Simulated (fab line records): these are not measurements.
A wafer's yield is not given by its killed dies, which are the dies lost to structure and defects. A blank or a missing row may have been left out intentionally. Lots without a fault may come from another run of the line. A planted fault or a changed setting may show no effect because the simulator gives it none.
fab line records / flow sky130
record lots=6 wafers=16 lastDay=50
route steps=708 shown VIA4@644 PAD_OPEN@708
lots that met no fault: taken from a fault-free run of the same line
startH: hours from the record's first day to the start of the lot's first wafer shown / waitH: time in hours since the lot's previous step / " unchanged from the row above / L1.1+2: one row covering several wafers at once / - no value present, or no start provided / * or withheld: withheld / < > ~ a bound
route shown NAME@n: NAME is a module with steps in the file, n the number in the route of the first one / usual: mean/standard deviation of fault-free wafers / same: alike in all rows / chamber/n: place in a boat / sites: per-site readings / _std_site: their standard deviation / _edge_site: mean of outer sites minus mean of inner sites / radiusMm: how far each site lies from the wafer's centre / mask NAME#n: copy n / behind: the most recent tool/chamber to have shaped the wafer / hold: what put the lot on hold/how long, in hours/how the hold closed / device: the transistor (n, p or np) that didn't switch / end of line: the route-end tests of the same wafers / a step given without rows: its recipe and nothing more / killed: dies that structure and defects cost at the first sort, which is not the same as the wafer's yield / map: the dies of a wafer, with x for killed, . for not killed, _ for no die there
set.NAME: the run value of the setting; set.NAME@STEP: its run value at that earlier step / model.NAME: the simulator's own value behind a step, which no gauge read
lots at selected steps of the route; one table per step, one row per wafer
services: the hour from which a tool's chamber was out of use, counted from the record's first day as startH (under 0 if before that day), plus the number of hours and why
## steps
# step SKY_VIA4_HMDS_05
# recipe primeTimeS=60 primeTempC=120
# step SKY_VIA4_COAT_06
# recipe resist=NOVOLAK spinRpm=3000 resistThkNm=1140
# step SKY_VIA4_SOFTBAKE_07
# recipe tempC=90 timeS=60 resist=NOVOLAK
# step SKY_VIA4_EXPOSE_08
# recipe maskId=VIM4 na=0.6 sourceShape=conventional sigmaOuter=0.6 polarization=unpolarized targetCdNm=800 doseMj=132
# step SKY_VIA4_PEB_09
# recipe tempC=withheld timeS=* resist=NOVOLAK
# step SKY_VIA4_DEVELOP_10
# recipe resist=NOVOLAK developer=TMAH developTimeS=60 devTempC=23
# step SKY_VIA4_OVL_MEAS_11
# usual VIA4_OVL=0.7/1.8
lot.wafer=L848.2 tool=overlay-02 chamber=- startH=1040.98 waitH=0.1 VIA4_OVL[nm]=-1.4
lot.wafer=L848.4 tool=overlay-02 chamber=- startH=1040.98 waitH=0.1 VIA4_OVL[nm]=-0.4
lot.wafer=L848.5 tool=overlay-02 chamber=- startH=1040.98 waitH=0.1 VIA4_OVL[nm]=-0.1
lot.wafer=L851.2 tool=overlay-02 chamber=- startH=1068.61 waitH=0.1 VIA4_OVL[nm]=1.3
lot.wafer=L851.4 tool=overlay-02 chamber=- startH=1068.61 waitH=0.1 VIA4_OVL[nm]=1.0
lot.wafer=L851.5 tool=overlay-02 chamber=- startH=1068.61 waitH=0.1 VIA4_OVL[nm]=1.5
lot.wafer=L854.2 tool=overlay-01 chamber=- startH=1078.06 waitH=0.1 VIA4_OVL[nm]=3.4
lot.wafer=L854.3 tool=overlay-01 chamber=- startH=1078.06 waitH=0.1 VIA4_OVL[nm]=2.2
lot.wafer=L854.4 tool=overlay-01 chamber=- startH=1078.06 waitH=0.1 VIA4_OVL[nm]=3.8
lot.wafer=L853.1 tool=overlay-01 chamber=- startH=1079.92 waitH=0.1 VIA4_OVL[nm]=2.6
lot.wafer=L853.2 tool=overlay-01 chamber=- startH=1079.92 waitH=0.1 VIA4_OVL[nm]=2.3
lot.wafer=L853.6 tool=overlay-01 chamber=- startH=1079.92 waitH=0.1 VIA4_OVL[nm]=2.6
lot.wafer=L868.3 tool=overlay-02 chamber=- startH=1141.78 waitH=0.1 VIA4_OVL[nm]=0.5
lot.wafer=L868.5 tool=overlay-02 chamber=- startH=1141.78 waitH=0.1 VIA4_OVL[nm]=0.7
lot.wafer=L867.1 tool=overlay-01 chamber=- startH=1142.76 waitH=0.1 VIA4_OVL[nm]=0.8
lot.wafer=L867.2 tool=overlay-01 chamber=- startH=1142.76 waitH=0.1 VIA4_OVL[nm]=1.6
# step SKY_VIA4_ETCH_12
# recipe target=SiO2 chemistry=C4F8/O2/Ar stopOn=TiN maskMaterial=NOVOLAK sourceW=1500 biasW=1200 pressureMtorr=40 c4f8FlowSccm=withheld O2_flow_sccm=6 Ar_flow_sccm=300 timeS=withheld targetDepthA=5800
# usual oesProductAu=0.925/0.0051
lot.wafer=L848.2 tool=rieDiel-02 chamber=0 startH=1041.01 waitH=0.0 oesProductAu=0.931
lot.wafer=L848.4 tool=rieDiel-02 chamber=3 startH=1041.01 waitH=0.0 oesProductAu=0.919
lot.wafer=L848.5 tool=rieDiel-02 chamber=2 startH=1041.01 waitH=0.0 oesProductAu=0.921
lot.wafer=L851.2 tool=rieDiel-04 chamber=1 startH=1068.64 waitH=0.0 oesProductAu=0.921
lot.wafer=L851.4 tool=rieDiel-04 chamber=3 startH=1068.64 waitH=0.0 oesProductAu=0.928
lot.wafer=L851.5 tool=rieDiel-04 chamber=3 startH=1068.64 waitH=0.0 oesProductAu=0.924
lot.wafer=L854.2 tool=rieDiel-04 chamber=3 startH=1078.09 waitH=0.0 oesProductAu=0.927
lot.wafer=L854.3 tool=rieDiel-04 chamber=1 startH=1078.09 waitH=0.0 oesProductAu=0.918
lot.wafer=L854.4 tool=rieDiel-04 chamber=0 startH=1078.09 waitH=0.0 oesProductAu=0.922
lot.wafer=L853.1 tool=rieDiel-03 chamber=0 startH=1079.96 waitH=0.0 oesProductAu=0.932
lot.wafer=L853.2 tool=rieDiel-03 chamber=3 startH=1079.96 waitH=0.0 oesProductAu=0.933
lot.wafer=L853.6 tool=rieDiel-03 chamber=3 startH=1079.96 waitH=0.0 oesProductAu=0.929
lot.wafer=L868.3 tool=rieDiel-03 chamber=0 startH=1141.81 waitH=0.0 oesProductAu=0.927
lot.wafer=L868.5 tool=rieDiel-03 chamber=1 startH=1141.81 waitH=0.0 oesProductAu=0.930
lot.wafer=L867.1 tool=rieDiel-04 chamber=0 startH=1142.79 waitH=0.0 oesProductAu=0.924
lot.wafer=L867.2 tool=rieDiel-04 chamber=1 startH=1142.79 waitH=0.0 oesProductAu=0.924
# step SKY_VIA4_STRIP_13
# recipe chemistry=O2/N2 powerW=1400 pressureMtorr=1500 platenTempC=withheld o2FlowSccm=3000 n2FlowSccm=300 overashFraction=0.5
# usual drypumpMotorCurrentA=5.8/0.47 oesProductAu=0.710/0.0046 stripTimeToEndpointS=12.79/0.031
lot.wafer=L848.2 tool=plasmaAsher-02 chamber=0 startH=1041.08 waitH=- drypumpMotorCurrentA=5.4 oesProductAu=0.704 rfHoursCounterH=29 stripTimeToEndpointS=12.81
lot.wafer=L848.4 tool=plasmaAsher-02 chamber=0 startH=1041.08 waitH=- drypumpMotorCurrentA=5.4 oesProductAu=0.706 rfHoursCounterH=- stripTimeToEndpointS=12.83
lot.wafer=L848.5 tool=plasmaAsher-02 chamber=1 startH=1041.08 waitH=- drypumpMotorCurrentA=5.5 oesProductAu=0.708 rfHoursCounterH=- stripTimeToEndpointS=12.82
lot.wafer=L851.2 tool=plasmaAsher-03 chamber=0 startH=1068.71 waitH=- drypumpMotorCurrentA=6.0 oesProductAu=0.709 rfHoursCounterH=59 stripTimeToEndpointS=12.80
lot.wafer=L851.4 tool=plasmaAsher-03 chamber=1 startH=1068.71 waitH=- drypumpMotorCurrentA=5.6 oesProductAu=0.709 rfHoursCounterH=- stripTimeToEndpointS=12.82
lot.wafer=L851.5 tool=plasmaAsher-03 chamber=0 startH=1068.71 waitH=- drypumpMotorCurrentA=6.1 oesProductAu=0.709 rfHoursCounterH=- stripTimeToEndpointS=12.82
lot.wafer=L854.2 tool=plasmaAsher-03 chamber=0 startH=1078.16 waitH=- drypumpMotorCurrentA=6.0 oesProductAu=0.709 rfHoursCounterH=60 stripTimeToEndpointS=12.77
lot.wafer=L854.3 tool=plasmaAsher-03 chamber=0 startH=1078.16 waitH=- drypumpMotorCurrentA=6.0 oesProductAu=0.703 rfHoursCounterH=- stripTimeToEndpointS=12.75
lot.wafer=L854.4 tool=plasmaAsher-03 chamber=1 startH=1078.16 waitH=- drypumpMotorCurrentA=5.6 oesProductAu=0.714 rfHoursCounterH=- stripTimeToEndpointS=12.73
lot.wafer=L853.1 tool=plasmaAsher-04 chamber=0 startH=1080.03 waitH=- drypumpMotorCurrentA=6.6 oesProductAu=0.705 rfHoursCounterH=92 stripTimeToEndpointS=12.80
lot.wafer=L853.2 tool=plasmaAsher-04 chamber=1 startH=1080.03 waitH=- drypumpMotorCurrentA=5.4 oesProductAu=0.706 rfHoursCounterH=92 stripTimeToEndpointS=12.80
lot.wafer=L853.6 tool=plasmaAsher-04 chamber=0 startH=1080.03 waitH=- drypumpMotorCurrentA=6.6 oesProductAu=0.705 rfHoursCounterH=- stripTimeToEndpointS=12.79
lot.wafer=L868.3 tool=plasmaAsher-02 chamber=0 startH=1141.91 waitH=- drypumpMotorCurrentA=5.4 oesProductAu=0.720 rfHoursCounterH=- stripTimeToEndpointS=12.79
lot.wafer=L868.5 tool=plasmaAsher-02 chamber=1 startH=1141.91 waitH=- drypumpMotorCurrentA=5.5 oesProductAu=0.705 rfHoursCounterH=- stripTimeToEndpointS=12.82
lot.wafer=L867.1 tool=plasmaAsher-02 chamber=0 startH=1142.86 waitH=- drypumpMotorCurrentA=5.4 oesProductAu=0.717 rfHoursCounterH=37 stripTimeToEndpointS=12.83
lot.wafer=L867.2 tool=plasmaAsher-02 chamber=1 startH=1142.86 waitH=- drypumpMotorCurrentA=5.5 oesProductAu=0.705 rfHoursCounterH=37 stripTimeToEndpointS=12.79
# step SKY_VIA4_STRIP_14
# recipe chemistry=postEtchResidueRemover timeS=1200 tempC=72.5
# step SKY_VIA4_CLEAN_15
# recipe chemistry=IPA timeS=180 tempC=25
# step SKY_VIA4_CLEAN_16
# recipe chemistry=O3/DIW dry=n2Spin
# step SKY_VIA4_SPUTTER_17
# recipe material=TiN targetThkNm=20 chamberPressurePa=5 powerW=4000 timeS=80
# usual throttleValvePct=29.8/1.2
lot.wafer=L848.2 tool=pvdSputter-03 chamber=- startH=1041.67 waitH=0.0 throttleValvePct=30.3 model.TiN_of_VIA4_SPUTTER_17.thkNm=20.82
lot.wafer=L848.4 tool=pvdSputter-03 chamber=- startH=1041.67 waitH=0.0 throttleValvePct=29.4 model.TiN_of_VIA4_SPUTTER_17.thkNm=19.97
lot.wafer=L848.5 tool=pvdSputter-03 chamber=- startH=1041.67 waitH=0.0 throttleValvePct=30.5 model.TiN_of_VIA4_SPUTTER_17.thkNm=20.84
lot.wafer=L851.2 tool=pvdSputter-01 chamber=- startH=1069.31 waitH=0.0 throttleValvePct=28.2 model.TiN_of_VIA4_SPUTTER_17.thkNm=19.96
lot.wafer=L851.4 tool=pvdSputter-01 chamber=- startH=1069.31 waitH=0.0 throttleValvePct=30.4 model.TiN_of_VIA4_SPUTTER_17.thkNm=19.61
lot.wafer=L851.5 tool=pvdSputter-01 chamber=- startH=1069.31 waitH=0.0 throttleValvePct=30.2 model.TiN_of_VIA4_SPUTTER_17.thkNm=19.71
lot.wafer=L854.2 tool=pvdSputter-03 chamber=- startH=1078.76 waitH=0.0 throttleValvePct=29.8 model.TiN_of_VIA4_SPUTTER_17.thkNm=20.02
lot.wafer=L854.3 tool=pvdSputter-03 chamber=- startH=1078.76 waitH=0.0 throttleValvePct=28.6 model.TiN_of_VIA4_SPUTTER_17.thkNm=19.77
lot.wafer=L854.4 tool=pvdSputter-03 chamber=- startH=1078.76 waitH=0.0 throttleValvePct=32.0 model.TiN_of_VIA4_SPUTTER_17.thkNm=19.95
lot.wafer=L853.1 tool=pvdSputter-01 chamber=- startH=1080.62 waitH=0.0 throttleValvePct=30.3 model.TiN_of_VIA4_SPUTTER_17.thkNm=19.67
lot.wafer=L853.2 tool=pvdSputter-01 chamber=- startH=1080.62 waitH=0.0 throttleValvePct=28.8 model.TiN_of_VIA4_SPUTTER_17.thkNm=19.68
lot.wafer=L853.6 tool=pvdSputter-01 chamber=- startH=1080.62 waitH=0.0 throttleValvePct=30.4 model.TiN_of_VIA4_SPUTTER_17.thkNm=19.7
lot.wafer=L868.3 tool=pvdSputter-01 chamber=- startH=1142.60 waitH=0.0 throttleValvePct=30.5 model.TiN_of_VIA4_SPUTTER_17.thkNm=20.06
lot.wafer=L868.5 tool=pvdSputter-01 chamber=- startH=1142.60 waitH=0.0 throttleValvePct=30.3 model.TiN_of_VIA4_SPUTTER_17.thkNm=25.86
lot.wafer=L867.1 tool=pvdSputter-01 chamber=- startH=1143.46 waitH=0.0 throttleValvePct=28.0 model.TiN_of_VIA4_SPUTTER_17.thkNm=26.14
lot.wafer=L867.2 tool=pvdSputter-01 chamber=- startH=1143.46 waitH=0.0 throttleValvePct=30.6 model.TiN_of_VIA4_SPUTTER_17.thkNm=19.79
# step SKY_VIA4_CVD_18
# recipe material=W targetThkNm=505 timeS=152.14 tempC=400 pressureTorr=40
# usual heaterPowerW=933/54
lot.wafer=L848.2 tool=cvdW-02 chamber=1 startH=1041.73 waitH=0.0 heaterPowerW=931
lot.wafer=L848.4 tool=cvdW-02 chamber=1 startH=1041.73 waitH=0.0 heaterPowerW=977
lot.wafer=L848.5 tool=cvdW-02 chamber=1 startH=1041.73 waitH=0.0 heaterPowerW=969
lot.wafer=L851.2 tool=cvdW-01 chamber=1 startH=1069.37 waitH=0.0 heaterPowerW=846
lot.wafer=L851.4 tool=cvdW-01 chamber=1 startH=1069.37 waitH=0.0 heaterPowerW=852
lot.wafer=L851.5 tool=cvdW-01 chamber=1 startH=1069.37 waitH=0.0 heaterPowerW=846
lot.wafer=L854.2 tool=cvdW-02 chamber=0 startH=1078.82 waitH=0.0 heaterPowerW=975
lot.wafer=L854.3 tool=cvdW-02 chamber=0 startH=1078.82 waitH=0.0 heaterPowerW=1027
lot.wafer=L854.4 tool=cvdW-02 chamber=1 startH=1078.82 waitH=0.0 heaterPowerW=959
lot.wafer=L853.1 tool=cvdW-01 chamber=0 startH=1080.68 waitH=0.0 heaterPowerW=869
lot.wafer=L853.2 tool=cvdW-01 chamber=1 startH=1080.68 waitH=0.0 heaterPowerW=850
lot.wafer=L853.6 tool=cvdW-01 chamber=0 startH=1080.68 waitH=0.0 heaterPowerW=872
lot.wafer=L868.3 tool=cvdW-02 chamber=0 startH=1142.72 waitH=0.1 heaterPowerW=972
lot.wafer=L868.5 tool=cvdW-02 chamber=1 startH=1142.72 waitH=0.1 heaterPowerW=953
lot.wafer=L867.1 tool=cvdW-02 chamber=0 startH=1143.52 waitH=0.0 heaterPowerW=985
lot.wafer=L867.2 tool=cvdW-02 chamber=1 startH=1143.52 waitH=0.0 heaterPowerW=966
# step SKY_PAD_OPEN_PROBE_99
# usual defectLimitedYield=82.5/2 killed_at_M0_to_M3=44/7.7 killed_at_M4_up=3.0/1.9 killedAtContacts=25/5.6 killedAtFrontEnd=15/4.6 killedAtOther=0.3/0.47 killedDies=86/9.9 killedOpen=47/7.4 killedShort=39/5.9 sort_bin_3_pad_short=0.8/0.37 sort_bin_5_function=10.4/1.5 sort_bin_6_memory=6.3/1 sortNPass=406/9.9 sortYieldPct=82.5/2
# same grossDies=492 killedAtBackSide=0 sort_bin_4_leakage[%]=0 sort_bin_8_speed[%]=0
lot.wafer=L848.2 tool=prober-02 chamber=- startH=1109.17 waitH=0.1 defectLimitedYield[%]=84.3 killed_at_M0_to_M3=34 killed_at_M4_up=5 killedAtContacts=24 killedAtFrontEnd=13 killedAtOther=1 killedDies=77 killedOpen=38 killedShort=39 sort_bin_3_pad_short[%]=0.6 sort_bin_5_function[%]=10.6 sort_bin_6_memory[%]=4.5 sortNPass=415 sortYieldPct[%]=84.3
lot.wafer=L848.4 tool=prober-02 chamber=- startH=1109.27 waitH=0.2 defectLimitedYield[%]=76.2 killed_at_M0_to_M3=72 killed_at_M4_up=6 killedAtContacts=17 killedAtFrontEnd=22 killedAtOther=0 killedDies=117 killedOpen=66 killedShort=51 sort_bin_3_pad_short[%]=0.8 sort_bin_5_function[%]=14.2 sort_bin_6_memory[%]=8.7 sortNPass=375 sortYieldPct[%]=76.2
lot.wafer=L848.5 tool=prober-02 chamber=- startH=1109.32 waitH=0.2 defectLimitedYield[%]=79.5 killed_at_M0_to_M3=61 killed_at_M4_up=2 killedAtContacts=24 killedAtFrontEnd=14 killedAtOther=0 killedDies=101 killedOpen=63 killedShort=38 sort_bin_3_pad_short[%]=1.8 sort_bin_5_function[%]=11.6 sort_bin_6_memory[%]=7.1 sortNPass=391 sortYieldPct[%]=79.5
lot.wafer=L853.1 tool=prober-01 chamber=- startH=1144.78 waitH=0.1 defectLimitedYield[%]=84.1 killed_at_M0_to_M3=38 killed_at_M4_up=4 killedAtContacts=18 killedAtFrontEnd=18 killedAtOther=0 killedDies=78 killedOpen=42 killedShort=36 sort_bin_3_pad_short[%]=1.6 sort_bin_5_function[%]=8.3 sort_bin_6_memory[%]=5.9 sortNPass=414 sortYieldPct[%]=84.1
lot.wafer=L853.2 tool=prober-01 chamber=- startH=1144.83 waitH=0.1 defectLimitedYield[%]=82.9 killed_at_M0_to_M3=42 killed_at_M4_up=3 killedAtContacts=19 killedAtFrontEnd=19 killedAtOther=1 killedDies=84 killedOpen=39 killedShort=45 sort_bin_3_pad_short[%]=1.0 sort_bin_5_function[%]=8.7 sort_bin_6_memory[%]=7.3 sortNPass=408 sortYieldPct[%]=82.9
lot.wafer=L853.6 tool=prober-01 chamber=- startH=1145.03 waitH=0.2 defectLimitedYield[%]=78.7 killed_at_M0_to_M3=57 killed_at_M4_up=2 killedAtContacts=29 killedAtFrontEnd=17 killedAtOther=0 killedDies=105 killedOpen=61 killedShort=44 sort_bin_3_pad_short[%]=0.8 sort_bin_5_function[%]=12.8 sort_bin_6_memory[%]=7.7 sortNPass=387 sortYieldPct[%]=78.7
# killed by level:class
L848.2 VIA2:geometricParticle:open=12 CONTACT:geometricParticle:open=7 LOCAL_INTERCONNECT:geometricParticle:short=6 LI_CONTACT:geometricParticle:open=5 METAL1:geometricParticle:short=5 METAL4:geometricParticle:short=5 VIA1:geometricParticle:short=4 METAL2:geometricParticle:short=4
L848.4 VIA2:geometricParticle:open=14 METAL1:geometricParticle:short=13 VIA1:geometricParticle:open=11 METAL2:geometricParticle:short=10 VIA3:geometricParticle:open=8 LI_CONTACT:geometricParticle:open=7 FIELD_ISO:geometricParticle:short=6 FIELD_ISO:geometricParticle:open=6
L848.5 VIA1:geometricParticle:open=16 VIA2:geometricParticle:open=12 LI_CONTACT:geometricParticle:open=10 METAL2:geometricParticle:short=8 CONTACT:geometricParticle:open=7 VIA1:geometricParticle:short=6 METAL1:geometricParticle:short=6 POLY_GATE:geometricParticle:open=5
L853.1 VIA2:geometricParticle:open=10 FIELD_ISO:geometricParticle:open=7 VIA1:geometricParticle:open=7 LOCAL_INTERCONNECT:geometricParticle:short=6 METAL1:geometricParticle:short=6 POLY_GATE:geometricParticle:open=5 VIA3:geometricParticle:short=5 LI_CONTACT:geometricParticle:open=4
L853.2 VIA1:geometricParticle:open=10 METAL1:geometricParticle:short=8 POLY_GATE:geometricParticle:short=7 CONTACT:geometricParticle:open=7 METAL2:geometricParticle:short=6 FIELD_ISO:geometricParticle:short=5 LI_CONTACT:geometricParticle:open=5 LOCAL_INTERCONNECT:geometricParticle:short=5
L853.6 VIA1:geometricParticle:open=20 LI_CONTACT:geometricParticle:open=11 VIA2:geometricParticle:open=9 METAL1:geometricParticle:short=7 VIA3:geometricParticle:open=7 CONTACT:geometricParticle:open=6 LI_CONTACT:geometricParticle:short=6 FIELD_ISO:geometricParticle:short=5
## services
tool=cvdW-02 chamber=0 startH=1018.60 hours=9.0 kind=repair
tool=plasmaAsher-04 chamber=- startH=1020.08 hours=2.3 kind=repair
tool=rieDiel-02 chamber=2 startH=1022.33 hours=3.2 kind=repair
tool=rieDiel-04 chamber=3 startH=1026.41 hours=3.1 kind=repair
tool=rieDiel-04 chamber=- startH=1028.07 hours=0.6 kind=repair
tool=rieDiel-02 chamber=1 startH=1037.27 hours=9.3 kind=repair
tool=plasmaAsher-02 chamber=- startH=1037.57 hours=1.5 kind=repair
tool=rieDiel-04 chamber=3 startH=1039.84 hours=3.2 kind=repair
tool=pvdSputter-01 chamber=- startH=1043.85 hours=0.7 kind=repair
tool=rieDiel-04 chamber=2 startH=1045.67 hours=1.2 kind=repair
tool=rieDiel-02 chamber=0 startH=1047.60 hours=3.3 kind=repair
tool=rieDiel-03 chamber=- startH=1052.16 hours=4.0 kind=repair
tool=rieDiel-02 chamber=2 startH=1053.83 hours=2.4 kind=repair
tool=rieDiel-04 chamber=- startH=1056.54 hours=0.3 kind=repair
tool=plasmaAsher-02 chamber=- startH=1060.96 hours=24.7 kind=pm
tool=plasmaAsher-04 chamber=- startH=1068.54 hours=0.9 kind=repair
tool=rieDiel-04 chamber=- startH=1078.19 hours=2.8 kind=pm
tool=cvdW-02 chamber=1 startH=1093.35 hours=7.9 kind=repair
tool=rieDiel-02 chamber=- startH=1101.00 hours=0.4 kind=repair
tool=plasmaAsher-04 chamber=- startH=1109.04 hours=1.8 kind=repair
tool=rieDiel-04 chamber=- startH=1109.71 hours=0.4 kind=repair
tool=rieDiel-04 chamber=3 startH=1124.34 hours=1.3 kind=repair
tool=cvdW-02 chamber=- startH=1139.29 hours=1.9 kind=repair
tool=plasmaAsher-02 chamber=- startH=1140.78 hours=0.4 kind=repair
## key
firstSign none at tools or gauges
modelEffect step=SKY_VIA4_SPUTTER_17 value=TiN_of_VIA4_SPUTTER_17.thkNm without=19.99 struck=26
metAt SKY_VIA4_SPUTTER_17
struckWafers L867.1,L868.5
onsetBetween 1080.62 1142.60
fault kind=processParameterDrift tool=pvdSputter-01 chamber=- onsetH=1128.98 steps=SKY_VIA4_SPUTTER_17 channel=targetThkNm offset=6.0119 shape=step endH=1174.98 scope=struckWafersOnly actsIn=theseRecipesOnly stated=20
